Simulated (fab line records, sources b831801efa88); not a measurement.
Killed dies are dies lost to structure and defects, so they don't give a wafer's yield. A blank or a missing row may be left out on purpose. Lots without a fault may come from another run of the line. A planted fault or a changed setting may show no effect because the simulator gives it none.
fab line records | flow sky130
record lots=5 wafers=15 last_day=49
route steps=708 shown METAL3@563 VIA3@573 METAL4@598
lots that met no fault: from a run of the same line without faults
start_h: hours from the record's first day to the start of the lot's first wafer shown | wait_h: hours since the lot's step before | " the same as in the row above | L1.1+2: a row that stands for several wafers | - no value, or no start given | * or withheld: withheld | < > ~ a bound
route shown NAME@n: a module of which the file shows steps, and the number in the route of the first | usual: mean/standard deviation of fault-free wafers | same: alike in all rows | chamber/n: place in a boat | sites: the reading at each site | _std_site: their standard deviation | _edge_site: outer sites' mean less inner sites' | radius_mm: how far each site lies from the wafer's centre | mask NAME#n: copy n | behind: the tool/chamber that last shaped the wafer | hold: why the lot was held/for how many hours/how that ended | device: the transistor (n, p or np) that didn't switch | end of line: the same wafers' tests at the end of the route | a step without rows: its recipe alone | killed: dies lost to structure and defects at the first sort, not the wafer's yield | map: a wafer's dies, x killed, . not, _ none there
set.NAME: the setting as run; set.NAME@STEP: as run at that earlier step | model.NAME: the simulator's own value behind a step, which no gauge read
lots at some steps of the route; a table a step, a row a wafer
services: from which hour (start_h, from the record's first day; less than 0 if before it) a tool's chamber was out of use, for how many hours, and why
## steps
# step SKY_METAL3_CD_MEAS_13
# recipe target_cd_nm=300
# usual cd_nm=299.9/1.2
# columns lot.wafer tool chamber start_h wait_h cd_nm
L075.1 cd_sem-02 - 922.70 - 301.4
L075.3 " - " " 300.9
L075.4 " - " " 299.8
L079.1 cd_sem-02 - 944.02 - 299.8
L079.3 " - " " 299.7
L079.5 " - " " 302.0
L082.1 cd_sem-01 - 972.42 - 298.6
L082.4 " - " " 299.3
L082.5 " - " " 298.8
L084.2 cd_sem-01 - 979.27 - 301.1
L084.4 " - " " 301.8
L084.6 " - " " 302.0
L088.2 cd_sem-02 - 1007.12 - 299.2
L088.4 " - " " 299.3
L088.6 " - " " 300.1
# step SKY_METAL3_OVL_MEAS_14
# usual METAL3_OVL=-1/5.7
# columns lot.wafer tool chamber start_h wait_h METAL3_OVL[nm]
L075.1 overlay-01 - 922.82 0.1 -6
L075.3 " - " " -6
L075.4 " - " " -5
L079.1 overlay-01 - 944.14 0.1 -3
L079.3 " - " " -7
L079.5 " - " " -7
L082.1 overlay-02 - 972.54 0.1 6
L082.4 " - " " 1
L082.5 " - " " 1
L084.2 overlay-02 - 979.38 0.1 4
L084.4 " - " " 10
L084.6 " - " " -1
L088.2 overlay-01 - 1007.23 0.1 -4
L088.4 " - " " -5
L088.6 " - " " -8
# step SKY_METAL3_DESCUM_15
# recipe chemistry=O2 source_power_w=150 bias_power_w=0 pressure_mtorr=10 temp_c=40 time_s=8
# usual drypump_motor_current_A=5.7/0.37 oes_product_au=0.999/0.0079
# columns lot.wafer tool chamber start_h wait_h drypump_motor_current_A oes_product_au rf_hours_counter_h
L075.1 rie_metal-01 1 922.86 0.0 5.9 0.992 14
L075.3 " 1 " " 5.9 0.987 -
L075.4 " 0 " " 5.2 0.998 -
L079.1 rie_metal-01 1 944.18 0.0 5.9 0.988 16
L079.3 " 1 " " 5.9 0.990 -
L079.5 " 1 " " 5.9 0.985 -
L082.1 rie_metal-03 0 972.57 0.0 6.1 1.007 15
L082.4 " 1 " " 6.0 1.006 -
L082.5 " 1 " " 5.9 1.010 -
L084.2 rie_metal-02 0 979.41 0.0 5.0 1.011 9
L084.4 " 0 " " 5.0 1.002 -
L084.6 " 1 " " 6.0 1.007 -
L088.2 rie_metal-02 1 1007.26 0.0 6.0 0.989 13
L088.4 " 1 " " 6.0 0.997 -
L088.6 " 1 " " 6.0 0.989 -
# step SKY_METAL3_ETCH_16
# recipe chemistry=N2/H2 target=BARC ion_energy_ev=200 bias_w=100 pressure_mtorr=30 n2_flow_sccm=100 h2_flow_sccm=200 icp_w=500 stop_on=SiO2 time_s=88.2 target_depth_a=600
# usual drypump_motor_current_A=5.7/0.37 oes_product_au=0.625/0.0039 throttle_valve_pct=13.204/0.0095
# columns lot.wafer tool chamber start_h wait_h drypump_motor_current_A oes_product_au rf_hours_counter_h throttle_valve_pct
L075.1 rie_metal-01 1 922.89 0.0 5.9 0.621 14 13.196
L075.3 " 1 " " 5.9 0.628 - 13.203
L075.4 " 0 " " 5.2 0.629 - 13.210
L079.1 rie_metal-01 1 944.24 0.1 5.9 0.627 16 13.208
L079.3 " 1 " " 5.9 0.621 - 13.190
L079.5 " 1 " " 5.9 0.633 - 13.204
L082.1 rie_metal-03 0 972.60 0.0 6.1 0.622 15 13.215
L082.4 " 1 " " 5.9 0.631 - 13.210
L082.5 " 1 " " 5.9 0.627 - 13.210
L084.2 rie_metal-02 0 979.44 0.0 5.1 0.624 9 13.197
L084.4 " 0 " " 5.1 0.619 - 13.197
L084.6 " 1 " " 6.0 0.628 - 13.215
L088.2 rie_metal-02 1 1007.29 0.0 6.0 0.626 13 13.207
L088.4 " 1 " " 6.0 0.623 - 13.199
L088.6 " 1 " " 6.0 0.631 - 13.200
# step SKY_METAL3_ETCH_17
# recipe target=SiO2 stop_on=TiN chemistry=C4F8/O2/Ar source_w=1500 bias_w=1200 pressure_mtorr=40 c4f8_flow_sccm=withheld O2_flow_sccm=6 Ar_flow_sccm=300 time_s=3.9 target_depth_a=150
# usual oes_product_au=0.753/0.0073
# columns lot.wafer tool chamber start_h wait_h oes_product_au rf_hours_counter_h
L075.1 rie_diel-03 0 922.99 0.1 0.761 7
L075.3 " 1 " " 0.761 13
L075.4 " 2 " " 0.758 8
L079.1 rie_diel-01 3 944.44 0.2 0.762 9
L079.3 " 0 " " 0.742 19
L079.5 " 3 " " 0.749 -
L082.1 rie_diel-01 2 972.70 0.1 0.745 20
L082.4 " 0 " " 0.753 20
L082.5 " 3 " " 0.756 -
L084.2 rie_diel-01 3 979.54 0.1 0.740 10
L084.4 " 0 " " 0.753 20
L084.6 " 3 " " 0.749 -
L088.2 rie_diel-01 2 1007.39 0.1 0.754 21
L088.4 " 0 " " 0.763 21
L088.6 " 0 " " 0.754 -
# step SKY_METAL3_METAL_ETCH_18
# recipe target_depth_a=8450 stop_on=SiO2 over_etch_frac=0.3 time_s=183.1 chemistry=Cl2/BCl3 resist_sidewall_deg=88 pressure_mtorr=10 icp_w=900 bias_w=48.5 Cl2_flow_sccm=60 bcl3_flow_sccm=30
# usual bcl3_flow_sccm=30.00/0.082 drypump_motor_current_A=5.8/0.38 oes_product_au=0.864/0.006 throttle_valve_pct=22.263/0.0099
# columns lot.wafer tool chamber start_h wait_h bcl3_flow_sccm drypump_motor_current_A oes_product_au rf_hours_counter_h throttle_valve_pct
L075.1 rie_metal-02 0 923.01 0.0 30.03 5.1 0.874 6 22.280
L075.3 " 0 " " 30.16 5.1 0.861 - 22.269
L075.4 " 1 " " 30.02 6.0 0.858 - 22.265
L079.1 rie_metal-03 1 944.45 0.0 29.97 5.9 0.870 9 22.260
L079.3 " 1 " " 30.02 5.9 0.870 - 22.254
L079.5 " 1 " " 29.95 5.9 0.863 - 22.269
L082.1 rie_metal-02 1 972.72 0.0 30.13 6.0 0.868 12 22.285
L082.4 " 0 " " 29.98 5.0 0.865 - 22.263
L082.5 " 0 " " 29.99 5.0 0.875 - 22.255
L084.2 rie_metal-03 0 979.56 0.0 29.97 6.1 0.870 16 22.283
L084.4 " 1 " " 29.90 5.9 0.854 - 22.240
L084.6 " 0 " " 29.98 6.1 0.869 - 22.270
L088.2 rie_metal-01 0 1007.41 0.0 30.05 5.2 0.859 2 22.262
L088.4 " 1 " " 30.09 5.9 0.854 - 22.270
L088.6 " 0 " " 30.05 5.2 0.862 - 22.261
# step SKY_METAL3_STRIP_19
# recipe chemistry=O2/N2 power_w=1400 pressure_mtorr=1500 platen_temp_c=withheld o2_flow_sccm=3000 n2_flow_sccm=300 overash_fraction=0.5
# usual drypump_motor_current_A=5.5/0.31 oes_product_au=0.501/0.0048 strip_time_to_endpoint_s=6.50/0.063
# columns lot.wafer tool chamber start_h wait_h drypump_motor_current_A oes_product_au rf_hours_counter_h strip_time_to_endpoint_s
L075.1 plasma_asher-02 1 923.19 0.1 4.7 0.497 103 6.49
L075.3 " 1 " " 4.7 0.498 - 6.52
L075.4 " 0 " " 5.8 0.506 - 6.58
L079.1 plasma_asher-02 1 944.63 0.1 4.8 0.498 106 6.46
L079.3 " 0 " " 5.8 0.505 - 6.54
L079.5 " 0 " " 5.8 0.509 - 6.57
L082.1 plasma_asher-01 1 972.90 0.1 5.5 0.504 23 6.51
L082.4 " 1 " " 5.5 0.501 - 6.44
L082.5 " 0 " " 5.6 0.499 - 6.44
L084.2 plasma_asher-03 1 979.74 0.1 5.6 0.490 53 6.47
L084.4 " 1 " " 5.6 0.505 - 6.47
L084.6 " 0 " " 5.5 0.495 - 6.48
L088.2 plasma_asher-03 0 1007.59 0.1 5.5 0.508 56 6.56
L088.4 " 1 " " 5.6 0.498 - 6.62
L088.6 " 1 " " 5.6 0.505 - 6.65
# step SKY_METAL3_STRIP_20
# recipe chemistry=post_etch_residue_remover time_s=1200 temp_c=72.5
# columns lot.wafer tool chamber start_h wait_h
L075.1+3+4 wet_bench-02 0 923.29 0.1
L079.1+3+5 wet_bench-03 3 944.73 0.1
L082.1+4+5 wet_bench-03 0 973.00 0.1
L084.2+4+6 wet_bench-01 2 979.84 0.1
L088.2+4+6 wet_bench-03 0 1007.69 0.1
# step SKY_METAL3_CLEAN_21
# recipe chemistry=IPA time_s=180 temp_c=25
# columns lot.wafer tool chamber start_h wait_h
L075.1+3+4 wet_bench-03 0 924.03 0.0
L079.1+3+5 wet_bench-01 0 945.07 0.0
L082.1+4+5 wet_bench-01 0 973.37 0.0
L084.2+4+6 wet_bench-03 0 980.24 0.0
L088.2+4+6 wet_bench-02 3 1008.06 0.0
# step SKY_METAL3_CLEAN_22
# recipe chemistry=O3/DIW dry=n2_spin
# columns lot.wafer tool chamber start_h wait_h
L075.1+3+4 wet_bench-02 0 924.09 0.0
L079.1+3+5 wet_bench-02 3 945.13 0.0
L082.1+4+5 wet_bench-03 1 973.43 0.0
L084.2+4+6 wet_bench-01 0 980.30 0.0
L088.2+4+6 wet_bench-03 2 1008.12 0.0
# step SKY_VIA3_HDPCVD_00
# recipe material=SiO2 target_thk_nm=1635 sigma_open_frac=0.3 time_s=272.5 temp_c=400 sih4_flow_sccm=60 pressure_mtorr=6
# columns lot.wafer tool chamber start_h wait_h
L075.1+3+4 hdpcvd-02 0,2,2 924.29 0.0
L079.1+3+5 hdpcvd-02 1,0,1 945.23 0.0
L082.1+4+5 hdpcvd-01 2,2,1 973.53 0.0
L084.2+4+6 hdpcvd-02 1,0,2 980.41 0.0
L088.2+4+6 hdpcvd-02 2,0,2 1008.22 0.0
# step SKY_VIA3_THK_MEAS_01
# recipe reads=SiO2_of_VIA3_HDPCVD_00
# usual VIA3_HDPCVD_THK=1638/16
# columns lot.wafer tool chamber start_h wait_h VIA3_HDPCVD_THK[nm]
L075.1 film_metro-03 - 924.46 0.1 1631
L075.3 " - " " 1638
L075.4 " - " " 1626
L079.1 film_metro-01 - 945.40 0.1 1629
L079.3 " - " " 1637
L079.5 " - " " 1650
L082.1 film_metro-03 - 973.78 0.2 1637
L082.4 " - " " 1648
L082.5 " - " " 1640
L084.2 film_metro-03 - 980.59 0.1 1619
L084.4 " - " " 1632
L084.6 " - " " 1650
L088.2 film_metro-04 - 1008.40 0.1 1653
L088.4 " - " " 1659
L088.6 " - " " 1660
# step SKY_VIA3_CMP_02
# recipe material=SiO2 down_force_psi=4 platen_rpm=60 pad_velocity_m_s=0.94248
# usual motor_current_A=12.3/0.83 platen_rpm=60.00/0.038
# columns lot.wafer tool chamber start_h wait_h motor_current_A platen_rpm
L075.4 cmp-01 3 924.57 0.1 12.0 60.00
L075.3 " 0 " " 10.9 60.02
L075.1 " 1 " " 12.5 59.97
L079.3 cmp-01 0 945.46 0.0 10.9 60.06
L079.1 " 1 " " 13.5 59.92
L079.5 " 0 " " 11.1 60.09
L082.4 cmp-02 1 973.94 0.1 11.8 60.02
L082.1 " 2 " " 12.3 60.02
L082.5 " 3 " " 13.4 60.02
L084.2 cmp-01 3 980.64 0.0 12.1 60.04
L084.4 " 2 " " 12.1 59.99
L084.6 " 0 " " 10.3 59.98
L088.4 cmp-01 0 1008.50 0.1 11.3 60.01
L088.2 " 2 " " 11.9 59.95
L088.6 " 3 " " 12.1 60.02
# step SKY_VIA3_BOW_MEAS_03
# recipe mode=bow
# usual VIA3_BOW=78/7.8
# columns lot.wafer tool chamber start_h wait_h VIA3_BOW[um]
L075.1 film_metro-01 - 924.82 0.1 62
L075.3 " - " " 60
L075.4 " - " " 71
L079.1 film_metro-03 - 945.76 0.2 88
L079.3 " - " " 89
L079.5 " - " " 91
L082.1 film_metro-04 - 974.14 0.1 78
L082.4 " - " " 90
L082.5 " - " " 89
L084.2 film_metro-04 - 980.96 0.3 70
L084.4 " - " " 70
L084.6 " - " " 80
L088.2 film_metro-04 - 1008.77 0.1 89
L088.4 " - " " 84
L088.6 " - " " 87
# step SKY_VIA3_DEHYDRATE_04
# recipe temp_c=200 time_s=60
# usual plate_temp_C=200.00/0.16
# columns lot.wafer tool chamber start_h wait_h plate_temp_C
L075.1 litho_track-04 0 936.60 11.8 200.25
L075.3 " 0 " " 200.24
L075.4 " 0 " " 200.03
L079.1 litho_track-02 0 957.12 11.3 200.15
L079.3 " 0 " " 199.95
L079.5 " 0 " " 199.85
L082.1 litho_track-01 0 984.98 10.8 199.91
L082.4 " 0 " " 200.03
L082.5 " 0 " " 200.01
L084.2 litho_track-04 0 992.63 11.7 200.10
L084.4 " 0 " " 200.06
L084.6 " 0 " " 199.99
L088.2 litho_track-04 0 1019.58 10.8 200.13
L088.4 " 0 " " 199.81
L088.6 " 0 " " 200.16
# step SKY_VIA3_HMDS_05
# recipe prime_time_s=60 prime_temp_c=120
# columns lot.wafer tool chamber start_h wait_h
L075.1+3+4 litho_track-04 0 936.75 0.1
L079.1+3+5 litho_track-02 0 957.27 0.1
L082.1+4+5 litho_track-01 0 985.13 0.1
L084.2+4+6 litho_track-04 0 992.78 0.1
L088.2+4+6 litho_track-04 0 1019.73 0.1
# step SKY_VIA3_COAT_06
# recipe resist=BARC temp_c=withheld time_s=withheld spin_rpm=3000 resist_thk_nm=60
# columns lot.wafer tool chamber start_h wait_h
L075.1+3+4 litho_track-04 0 936.90 0.1
L079.1+3+5 litho_track-02 0 957.42 0.1
L082.1+4+5 litho_track-01 0 985.28 0.1
L084.2+4+6 litho_track-04 0 992.93 0.1
L088.2+4+6 litho_track-04 0 1019.88 0.1
# step SKY_VIA3_COAT_07
# recipe resist=KrF-thick spin_rpm=3000 resist_thk_nm=450
# columns lot.wafer tool chamber start_h wait_h
L075.1+3+4 litho_track-04 0 - -
L079.1+3+5 litho_track-02 0 - -
L082.1+4+5 litho_track-01 0 - -
L084.2+4+6 litho_track-04 0 - -
L088.2+4+6 litho_track-04 0 - -
# step SKY_VIA3_SOFTBAKE_08
# recipe temp_c=100 time_s=90 resist=KrF-thick
# usual plate_temp_C=99.99/0.11
# columns lot.wafer tool chamber start_h wait_h plate_temp_C
L075.1 litho_track-04 0 - - 100.03
L075.3 " 0 " " 100.09
L075.4 " 0 " " 99.95
L079.1 litho_track-02 0 - - 100.16
L079.3 " 0 " " 100.08
L079.5 " 0 " " 100.10
L082.1 litho_track-01 0 - - 99.99
L082.4 " 0 " " 99.96
L082.5 " 0 " " 99.94
L084.2 litho_track-04 0 - - 100.04
L084.4 " 0 " " 99.86
L084.6 " 0 " " 100.05
L088.2 litho_track-04 0 - - 99.81
L088.4 " 0 " " 99.94
L088.6 " 0 " " 99.64
# step SKY_VIA3_EXPOSE_09
# recipe mask_id=VIM3 na=0.8 source_shape=annular sigma_inner=0.55 sigma_outer=0.85 target_cd_nm=200 dose_mj=38
# columns lot.wafer tool chamber start_h wait_h mask
L075.1+3+4 krf_scanner-02 0 - - VIM3#0
L079.1+3+5 krf_scanner-01 0 - - VIM3#0
L082.1+4+5 krf_scanner-01 0 - - VIM3#0
L084.2+4+6 krf_scanner-01 0 - - VIM3#0
L088.2+4+6 krf_scanner-01 0 - - VIM3#0
# step SKY_VIA3_PEB_10
# recipe peb_temp_c=withheld peb_time_s=withheld resist=KrF-thick
# columns lot.wafer tool chamber start_h wait_h
L075.1+3+4 litho_track-01 0 - -
L079.1+3+5 litho_track-04 0 - -
L082.1+4+5 litho_track-02 0 - -
L084.2+4+6 litho_track-02 0 - -
L088.2+4+6 litho_track-02 0 - -
# step SKY_VIA3_DEVELOP_11
# recipe develop_time_s=60 resist=KrF-thick dev_temp_c=21
# columns lot.wafer tool chamber start_h wait_h
L075.1+3+4 litho_track-01 0 - -
L079.1+3+5 litho_track-04 0 - -
L082.1+4+5 litho_track-02 0 - -
L084.2+4+6 litho_track-02 0 - -
L088.2+4+6 litho_track-02 0 - -
# step SKY_VIA3_CD_MEAS_12
# recipe target_cd_nm=200
# usual cd_nm=200.7/1.5
# columns lot.wafer tool chamber start_h wait_h cd_nm
L075.1 cd_sem-01 - 949.68 - 200.4
L075.3 " - " " 200.7
L075.4 " - " " 200.8
L079.1 cd_sem-02 - 969.95 - 199.6
L079.3 " - " " 200.4
L079.5 " - " " 200.3
L082.1 cd_sem-02 - 997.17 - 198.2
L082.4 " - " " 198.4
L082.5 " - " " 198.3
L084.2 cd_sem-02 - 1004.24 - 199.9
L084.4 " - " " 200.4
L084.6 " - " " 202.3
L088.2 cd_sem-02 - 1031.79 - 198.1
L088.4 " - " " 199.7
L088.6 " - " " 198.4
# step SKY_VIA3_OVL_MEAS_13
# usual VIA3_OVL=-8/5.4
# columns lot.wafer tool chamber start_h wait_h VIA3_OVL[nm]
L075.1 overlay-02 - 949.80 0.1 2
L075.3 " - " " -5
L075.4 " - " " -2
L079.1 overlay-01 - 970.07 0.1 -2
L079.3 " - " " -8
L079.5 " - " " 1
L082.1 overlay-01 - 997.29 0.1 -5
L082.4 " - " " -12
L082.5 " - " " -14
L084.2 overlay-01 - 1004.34 0.1 -14
L084.4 " - " " -4
L084.6 " - " " -11
L088.2 overlay-02 - 1031.89 0.1 -3
L088.4 " - " " -13
L088.6 " - " " -10
# step SKY_VIA3_ETCH_14
# recipe chemistry=N2/H2 target=BARC ion_energy_ev=200 source_w=500 bias_w=100 pressure_mtorr=30 n2_flow_sccm=100 h2_flow_sccm=200 stop_on=SiO2 time_s=45.9 target_depth_a=600
# usual drypump_motor_current_A=5.6/0.44 oes_product_au=0.855/0.0045 throttle_valve_pct=13.225/0.0097
# columns lot.wafer tool chamber start_h wait_h drypump_motor_current_A oes_product_au rf_hours_counter_h throttle_valve_pct
L075.1 rie_diel-01 1 949.84 0.0 5.6 0.855 6 13.222
L075.3 " 3 " " 6.3 0.849 10 13.213
L075.4 " 1 " " 5.7 0.853 - 13.216
L079.1 rie_diel-04 2 970.11 0.0 5.6 0.855 17 13.223
L079.3 " 0 " " 5.5 0.858 19 13.221
L079.5 " 3 " " 6.5 0.851 - 13.225
L082.1 rie_diel-02 3 997.32 0.0 5.2 0.852 9 13.206
L082.4 " 1 " " 5.6 0.849 26 13.232
L082.5 " 1 " " 5.6 0.859 - 13.223
L084.2 rie_diel-01 1 1004.37 0.0 5.7 0.858 7 13.194
L084.4 " 2 " " 5.2 0.855 21 13.223
L084.6 " 3 " " 6.3 0.852 - 13.223
L088.2 rie_diel-02 2 1031.92 0.0 6.5 0.856 7 13.223
L088.4 " 0 " " 5.4 0.852 12 13.242
L088.6 " 3 " " 5.2 0.855 - 13.226
# step SKY_VIA3_ETCH_15
# recipe target=SiO2 chemistry=C4F8/O2/Ar target_depth_nm=507 stop_on=TiN mask_material=KrF-thick source_w=1500 bias_w=1200 pressure_mtorr=40 c4f8_flow_sccm=withheld O2_flow_sccm=6 Ar_flow_sccm=300 time_s=78
# usual oes_product_au=0.946/0.0052
# columns lot.wafer tool chamber start_h wait_h oes_product_au rf_hours_counter_h
L075.1 rie_diel-01 1 949.88 0.0 0.947 6
L075.3 " 3 " " 0.940 10
L075.4 " 1 " " 0.953 -
L079.1 rie_diel-04 2 970.15 0.0 0.951 17
L079.3 " 0 " " 0.952 19
L079.5 " 3 " " 0.947 -
L082.1 rie_diel-02 3 997.37 0.0 0.952 9
L082.4 " 1 " " 0.941 27
L082.5 " 1 " " 0.947 -
L084.2 rie_diel-01 1 1004.42 0.0 0.952 7
L084.4 " 2 " " 0.939 21
L084.6 " 3 " " 0.946 -
L088.2 rie_diel-02 2 1031.97 0.0 0.951 7
L088.4 " 0 " " 0.942 12
L088.6 " 3 " " 0.936 -
# step SKY_VIA3_STRIP_16
# recipe chemistry=O2/N2 power_w=1400 pressure_mtorr=1500 platen_temp_c=withheld o2_flow_sccm=3000 n2_flow_sccm=300 overash_fraction=0.5
# usual drypump_motor_current_A=5.50/0.3 oes_product_au=0.403/0.0044 strip_time_to_endpoint_s=4.140/0.022
# columns lot.wafer tool chamber start_h wait_h drypump_motor_current_A oes_product_au rf_hours_counter_h strip_time_to_endpoint_s
L075.1 plasma_asher-01 0 949.94 0.0 5.56 0.399 21 4.132
L075.3 " 1 " " 5.55 0.407 - 4.109
L075.4 " 0 " " 5.59 0.403 - 4.138
L079.1 plasma_asher-04 0 970.21 0.0 5.84 0.395 86 4.154
L079.3 " 1 " " 5.33 0.410 - 4.138
L079.5 " 0 " " 5.84 0.400 - 4.116
L082.1 plasma_asher-01 0 997.43 0.0 5.58 0.391 26 4.102
L082.4 " 0 " " 5.55 0.402 - 4.155
L082.5 " 1 " " 5.54 0.403 - 4.137
L084.2 plasma_asher-01 1 1004.48 0.0 5.51 0.403 27 4.157
L084.4 " 1 " " 5.52 0.400 - 4.174
L084.6 " 1 " " 5.55 0.400 - 4.141
L088.2 plasma_asher-01 0 1032.03 0.0 5.59 0.401 32 4.151
L088.4 " 1 " " 5.54 0.405 - 4.126
L088.6 " 0 " " 5.58 0.398 - 4.108
# step SKY_VIA3_STRIP_17
# recipe chemistry=post_etch_residue_remover time_s=1200 temp_c=72.5
# columns lot.wafer tool chamber start_h wait_h
L075.1+3+4 wet_bench-04 3 950.04 0.1
L079.1+3+5 wet_bench-03 0 970.31 0.1
L082.1+4+5 wet_bench-03 3 997.53 0.1
L084.2+4+6 wet_bench-04 2 1004.58 0.1
L088.2+4+6 wet_bench-03 3 1032.13 0.1
# step SKY_VIA3_CLEAN_18
# recipe chemistry=IPA time_s=180 temp_c=25
# columns lot.wafer tool chamber start_h wait_h
L075.1+3+4 wet_bench-01 0 950.38 0.0
L079.1+3+5 wet_bench-04 3 970.68 0.0
L082.1+4+5 wet_bench-04 1 997.87 0.0
L084.2+4+6 wet_bench-01 2 1004.92 0.0
L088.2+4+6 wet_bench-01 1 1032.47 0.0
# step SKY_VIA3_CLEAN_19
# recipe chemistry=O3/DIW dry=n2_spin
# columns lot.wafer tool chamber start_h wait_h
L075.1+3+4 wet_bench-04 1 950.44 0.0
L079.1+3+5 wet_bench-01 3 970.74 0.0
L082.1+4+5 wet_bench-01 1 997.93 0.0
L084.2+4+6 wet_bench-03 1 1004.98 0.0
L088.2+4+6 wet_bench-04 3 1032.53 0.0
# step SKY_VIA3_SPUTTER_20
# recipe material=TiN target_thk_nm=20 chamber_pressure_pa=5 power_w=4000 time_s=80
# usual throttle_valve_pct=30.2/0.89
# columns lot.wafer tool chamber start_h wait_h throttle_valve_pct
L075.1 pvd_sputter-04 - 950.53 0.0 30.2
L075.3 " - " " 29.8
L075.4 " - " " 29.4
L079.1 pvd_sputter-01 - 970.83 0.0 30.7
L079.3 " - " " 32.0
L079.5 " - " " 32.1
L082.1 pvd_sputter-02 - 998.02 0.0 30.0
L082.4 " - " " 31.6
L082.5 " - " " 29.8
L084.2 pvd_sputter-02 - 1005.08 0.0 31.3
L084.4 " - " " 29.9
L084.6 " - " " 30.0
L088.2 pvd_sputter-02 - 1032.62 0.0 31.6
L088.4 " - " " 29.8
L088.6 " - " " 29.6
# step SKY_VIA3_CVD_21
# recipe material=W target_thk_nm=390 time_s=117.31 temp_c=400 pressure_torr=40
# usual heater_power_w=843/64
# columns lot.wafer tool chamber start_h wait_h heater_power_w since_wet_clean_h
L075.1 cvd_w-02 0 950.59 0.0 764 547
L075.3 " 0 " " 756 -
L075.4 " 0 " " 753 -
L079.1 cvd_w-02 1 970.90 0.0 883 567
L079.3 " 0 " " 755 -
L079.5 " 0 " " 768 -
L082.1 cvd_w-01 1 998.08 0.0 881 80
L082.4 " 1 " " 912 -
L082.5 " 1 " " 920 -
L084.2 cvd_w-02 0 1005.14 0.0 761 601
L084.4 " 0 " " 746 -
L084.6 " 1 " " 882 -
L088.2 cvd_w-01 1 1032.68 0.0 922 115
L088.4 " 0 " " 832 -
L088.6 " 0 " " 807 -
# step SKY_VIA3_RS_MEAS_22
# recipe thk_meas_gauge=four-point-probe reads=W_of_VIA3_CVD_21+TiN_of_VIA3_SPUTTER_20
# usual VIA3_W_RS=0.290/0.0066
# columns lot.wafer tool chamber start_h wait_h VIA3_W_RS[ohm/sq]
L075.1 film_metro-03 - 950.84 0.2 0.295
L075.3 " - " " 0.294
L075.4 " - " " 0.293
L079.1 film_metro-04 - 971.02 0.1 0.297
L079.3 " - " " 0.295
L079.5 " - " " 0.292
L082.1 film_metro-04 - 998.20 0.1 0.299
L082.4 " - " " 0.295
L082.5 " - " " 0.295
L084.2 film_metro-04 - 1005.28 0.1 0.292
L084.4 " - " " 0.294
L084.6 " - " " 0.295
L088.2 film_metro-03 - 1032.82 0.1 0.291
L088.4 " - " " 0.277
L088.6 " - " " 0.278
# step SKY_VIA3_THK_MEAS_23
# recipe thk_meas_gauge=xrf reads=W_of_VIA3_CVD_21
# usual VIA3_W_THK=390/9.4
# columns lot.wafer tool chamber start_h wait_h VIA3_W_THK[nm]
L075.1 film_metro-03 - 950.96 0.1 381
L075.3 " - " " 383
L075.4 " - " " 385
L079.1 film_metro-04 - 971.14 0.1 383
L079.3 " - " " 386
L079.5 " - " " 390
L082.1 film_metro-04 - 998.32 0.1 381
L082.4 " - " " 388
L082.5 " - " " 387
L084.2 film_metro-04 - 1005.39 0.1 391
L084.4 " - " " 391
L084.6 " - " " 389
L088.2 film_metro-03 - 1032.93 0.1 382
L088.4 " - " " 402
L088.6 " - " " 402
# step SKY_VIA3_CMP_24
# recipe stop_on=SiO2 t_overpolish_s=20 down_force_psi=3.5 platen_rpm=60 target_thk_nm=0 pad_velocity_m_s=0.94248
# usual motor_current_A=11.1/0.73 overpolish_run_s=20.002/0.0095 platen_rpm=60.00/0.04 time_to_endpoint_s=95/3.6
# columns lot.wafer tool chamber start_h wait_h motor_current_A overpolish_run_s platen_rpm time_to_endpoint_s
L075.3 cmp-02 2 951.07 0.1 11.1 19.993 60.00 91
L075.1 " 3 " " 11.2 20.003 60.00 91
L075.4 " 0 " " 12.5 19.999 59.95 92
L079.3 cmp-01 2 971.25 0.1 10.3 20.010 60.04 98
L079.1 " 3 " " 11.3 20.006 60.01 92
L079.5 " 1 " " 11.9 19.997 59.96 101
L082.1 cmp-01 0 998.38 0.1 9.8 19.995 60.03 91
L082.4 " 1 " " 11.5 20.010 60.01 90
L082.5 " 0 " " 10.3 19.997 60.03 90
L084.4 cmp-02 3 1005.44 0.0 11.2 19.996 59.96 90
L084.2 " 1 " " 10.8 20.005 60.04 97
L084.6 " 0 " " 12.8 19.979 60.04 98
L088.4 cmp-01 1 1033.03 0.1 11.5 20.000 60.03 98
L088.2 " 3 " " 10.5 19.990 60.00 94
L088.6 " 0 " " 10.2 20.012 59.95 96
# step SKY_METAL4_SPUTTER_00
# recipe material=Ti target_thk_nm=15 power_w=3000 time_s=10 chamber_pressure_pa=0.4
# usual throttle_valve_pct=30.6/1
# columns lot.wafer tool chamber start_h wait_h throttle_valve_pct
L075.1 pvd_sputter-04 - 951.32 0.1 29.2
L075.3 " - " " 30.4
L075.4 " - " " 30.9
L079.1 pvd_sputter-03 - 971.50 0.1 32.1
L079.3 " - " " 30.3
L079.5 " - " " 32.2
L082.1 pvd_sputter-04 - 998.68 0.2 30.7
L082.4 " - " " 30.1
L082.5 " - " " 30.8
L084.2 pvd_sputter-04 - 1005.74 0.1 30.5
L084.4 " - " " 30.4
L084.6 " - " " 29.5
L088.2 pvd_sputter-01 - 1033.28 0.1 29.8
L088.4 " - " " 32.1
L088.6 " - " " 30.8
# step SKY_METAL4_SPUTTER_01
# recipe material=TiN target_thk_nm=20 power_w=6500 time_s=16.7 chamber_pressure_pa=0.4
# usual throttle_valve_pct=30.6/1
# columns lot.wafer tool chamber start_h wait_h throttle_valve_pct
L075.1 pvd_sputter-04 - 951.34 0.0 29.1
L075.3 " - " " 30.4
L075.4 " - " " 30.4
L079.1 pvd_sputter-03 - 971.52 0.0 32.4
L079.3 " - " " 30.3
L079.5 " - " " 32.2
L082.1 pvd_sputter-04 - 998.70 0.0 30.7
L082.4 " - " " 30.2
L082.5 " - " " 30.6
L084.2 pvd_sputter-04 - 1005.77 0.0 30.9
L084.4 " - " " 30.3
L084.6 " - " " 29.2
L088.2 pvd_sputter-01 - 1033.30 0.0 29.9
L088.4 " - " " 32.3
L088.6 " - " " 30.8
## services
# columns tool chamber start_h hours kind
pvd_sputter-01 - 901.78 2.0 repair
rie_diel-04 1 903.32 11.7 repair
pvd_sputter-04 - 904.16 0.9 repair
rie_metal-03 0 906.95 2.2 repair
cmp-02 - 912.00 4.0 pm
cmp-01 - 918.50 5.3 pm
pvd_sputter-01 - 918.80 6.6 repair
cmp-01 - 926.55 3.8 repair
cmp-01 - 926.73 5.7 repair
rie_diel-01 2 943.47 7.2 repair
cvd_w-02 1 943.49 7.7 repair
hdpcvd-02 - 950.25 15.0 pm
rie_diel-02 3 952.31 7.9 repair
rie_metal-03 - 958.19 2.8 pm
pvd_sputter-04 - 963.20 8.8 repair
rie_metal-01 0 975.19 22.9 repair
rie_metal-03 - 981.81 0.2 repair
krf_scanner-01 - 987.65 1.0 pm
pvd_sputter-04 - 992.93 1.3 repair
cmp-02 - 993.62 0.6 repair
krf_scanner-01 - 1001.31 2.3 repair
rie_diel-01 3 1018.48 4.0 repair
krf_scanner-01 - 1023.20 0.8 pm
krf_scanner-01 - 1028.14 1.3 pm
## key
fault none
